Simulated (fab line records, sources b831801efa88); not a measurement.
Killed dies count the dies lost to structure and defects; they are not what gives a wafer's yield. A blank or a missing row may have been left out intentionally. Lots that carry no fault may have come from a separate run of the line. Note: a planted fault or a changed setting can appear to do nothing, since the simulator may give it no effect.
Matching of chambers | flow sky130 | rie diel-01 running SKY_FIELD_ISO_ETCH_15: 4 sister chambers
The step etches the open film in CHF3/O2, stops on Si, target depth 180 nm, time 72 s. 8 wafers are shown with their chamber, then 7 later ones without.

## WAFERS WITH THEIR CHAMBER
wafer  | chamber | rf fwd power W (W) | oes product au (a.u.)
L521.5 | 2       | 593.9              | 0.934
L522.6 | 1       | 595.6              | 0.930
L527.3 | 1       | 593.6              | 0.942
L527.6 | 2       | 592.6              | 0.949
L529.5 | 0       | 595.0              | 0.951
L529.6 | 3       | 598.5              | 0.941
L532.1 | 3       | 593.8              | 0.952
L532.3 | 0       | 595.0              | 0.945

## WAFERS WITH NO CHAMBER GIVEN
wafer  | rf fwd power W (W) | oes product au (a.u.)
L532.6 | 592.6              | 0.947
L538.3 | 598.6              | 0.955
L538.4 | 594.1              | 0.944
L538.5 | 594.2              | 0.945
L539.1 | 597.9              | 0.948
L539.4 | 596.3              | 0.944
L539.6 | 597.2              | 0.940

## WHICH CHAMBER EACH WENT THROUGH
wafer  | from the rows above               | in truth
L532.6 | can't be placed: 2 or 0 or 1 or 3 | 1
L538.3 | can't be placed: 3 or 0 or 1 or 2 | 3
L538.4 | can't be placed: 2 or 0 or 1 or 3 | 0
L538.5 | can't be placed: 0 or 2 or 3 or 1 | 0
L539.1 | can't be placed: 3 or 0 or 1 or 2 | 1
L539.4 | can't be placed: 3 or 0 or 1 or 2 | 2
L539.6 | can't be placed: 3 or 1 or 0 or 2 | 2
Correctly placed: 0 of 7. These rows do not allow placing 7 (true chamber among the candidates in 7). Number placed wrongly: 0.
How it was worked out, from the rows above alone: a wafer's distance from a chamber is the root of the sum, over the readings, of the square of ((its reading less the chamber's mean) divided by the reading's scatter). The wafer belongs to the nearest chamber; if the next one is less than 2 further off, it can't be placed. Each chamber's mean is taken over the wafers shown for it. The scatter: take each reading less its chamber's mean, square it, sum over the shown wafers, divide by the number of wafers less the number of chambers, and take the root.
